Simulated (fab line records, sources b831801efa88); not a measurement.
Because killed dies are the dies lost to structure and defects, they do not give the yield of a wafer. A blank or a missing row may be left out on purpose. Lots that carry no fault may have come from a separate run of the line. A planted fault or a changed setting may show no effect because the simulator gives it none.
Matching of chambers / flow sky130 / 3 sister chambers for SKY_CONTACT_CVD_00 on pecvd-02
The step deposits Si3N4, target thk 75 nm. 3 wafers are shown with their chamber, then 7 later ones without.

WAFERS PAIRED WITH THEIR CHAMBERS
wafer=L936.5; chamber=0; heater power w (W)=477
wafer=L942.2; chamber=2; heater power w (W)=664
wafer=L942.3; chamber=1; heater power w (W)=723

WAFERS WHOSE CHAMBER IS MISSING
wafer=L942.4; heater power w (W)=474
wafer=L948.2; heater power w (W)=754
wafer=L948.4; heater power w (W)=575
wafer=L948.5; heater power w (W)=686
wafer=L950.1; heater power w (W)=580
wafer=L950.4; heater power w (W)=758
wafer=L950.5; heater power w (W)=730

WHICH CHAMBER EACH ONE RAN IN
wafer=L942.4; from the rows above=0; in truth=0
wafer=L948.2; from the rows above=can't be placed: 1 or 2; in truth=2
wafer=L948.4; from the rows above=can't be placed: 2 or 0 or 1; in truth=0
wafer=L948.5; from the rows above=can't be placed: 2 or 1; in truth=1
wafer=L950.1; from the rows above=can't be placed: 2 or 0 or 1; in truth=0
wafer=L950.4; from the rows above=can't be placed: 1 or 2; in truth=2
wafer=L950.5; from the rows above=can't be placed: 1 or 2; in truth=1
Correct placement for 1 of the 7. Unplaceable from these rows: 6, with the true chamber sitting among the candidates in 6. 0 placed wrongly.
How it was worked out, from the rows above alone: a wafer's distance from a chamber is the root of the sum, over the readings, of the square of ((its reading less the chamber's mean) divided by the reading's scatter). The wafer belongs to the nearest chamber; if the next one is less than 2 further off, it can't be placed. The mean given for a chamber averages the wafers shown for that chamber. The scatter (one wafer shown for each chamber): square how far every hidden wafer sits from the nearest shown wafer, average those squares and take the square root.
